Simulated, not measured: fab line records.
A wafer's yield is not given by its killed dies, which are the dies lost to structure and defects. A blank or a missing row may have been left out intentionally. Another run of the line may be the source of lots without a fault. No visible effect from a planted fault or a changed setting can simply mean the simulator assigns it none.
Problem report in the 8D (eight disciplines) form, filled by code -- flow gf180mcu -- the parts of the form that need people (team, actions taken, sign-off) are left out

== 1. THE ISSUE ==
Mean of bias w at GF_POLY_GATE_ETCH_12: 90.62 W across 6 wafers in 2 lots; on wafers with no fault it is 100.07 W (standard deviation 0.27). Relative to the usual mean, that is a shift of -35 standard deviations.
The step: etches BARC in N2/H2.
First seen on wafer L127.2, day 14 21:22, on rie diel-04. At this step, 42 wafers from 14 lots have a number in the record. Rule for "out" (also "out of limits"): further than 4 standard deviations from the usual mean. The rest of the wafers with a number are treated as sound.

== 2. WHAT IT IS, AND WHAT IT ISN'T ==
question,is,is not
which readings at this step,bias w,"drypump motor current A, throttle valve pct"
which lots,"L127, L129","L108, L109, L111, L112, L113, L117, L118, L119, L120, L121, L126, L131"
which wafers of those lots,all that have a number,-
read on which tools,rie diel-04,"rie diel-01, rie diel-03"
when,from day 14 21:22,up to then (33 sound wafers); but 3 sound wafers of L131 came after

== 3. THE SUSPECTS, EACH WITH WHAT RULES IT OUT ==
Counting: any tool at a process step up to the reading is kept as a suspect provided that every lot that is out went through it and no sound lot did after the first of them.
- rie diel-04 at GF_POLY_GATE_ETCH_12 (etches BARC in N2/H2): kept. All lots that are out passed through it, beginning with L127 at day 14 21:22, and no sound lot followed; its final sound lot before that point was L121 at day 13 07:37. Its own readings are out on those wafers: bias w.
After counting, what remains is rie diel-04 at GF_POLY_GATE_ETCH_12.

== 4. THE CAUSE (what the simulator had put in) ==
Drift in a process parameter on rie diel-04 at GF_POLY_GATE_ETCH_12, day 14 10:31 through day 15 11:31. A move of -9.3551 in setting bias w, from 100. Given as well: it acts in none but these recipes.
Counting left only this tool.

== 5. THE EFFECT CHAIN, in route order ==
Each row: a reading where the mean over the struck wafers with a number is more than 3 standard deviations away from the usual. Only readings for which the record gives a usual standard deviation are gone through. hours: the time from each lot's start at the first step in this table that gives one to its start at this step, as a median over the lots. sigmas: the change in usual standard deviations.
hours,step,reading,usual,on struck wafers,change,sigmas
0,GF_POLY_GATE_ETCH_12,bias w,100.07 W,90.62,-9.45,-35
It contains these process steps:
- GF_POLY_GATE_ETCH_12: etches BARC in N2/H2.
Later measuring or inspecting steps at which every struck wafer that the step has a row for has a number for every such reading, and none has moved that far: GF_HV_LDD_CD_MEAS_07.

== 6. WHAT WOULD HAVE CAUGHT IT SOONER ==
First out-of-limits reading in this record: day 14 21:22, which is 11 hours after fault onset at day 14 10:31.
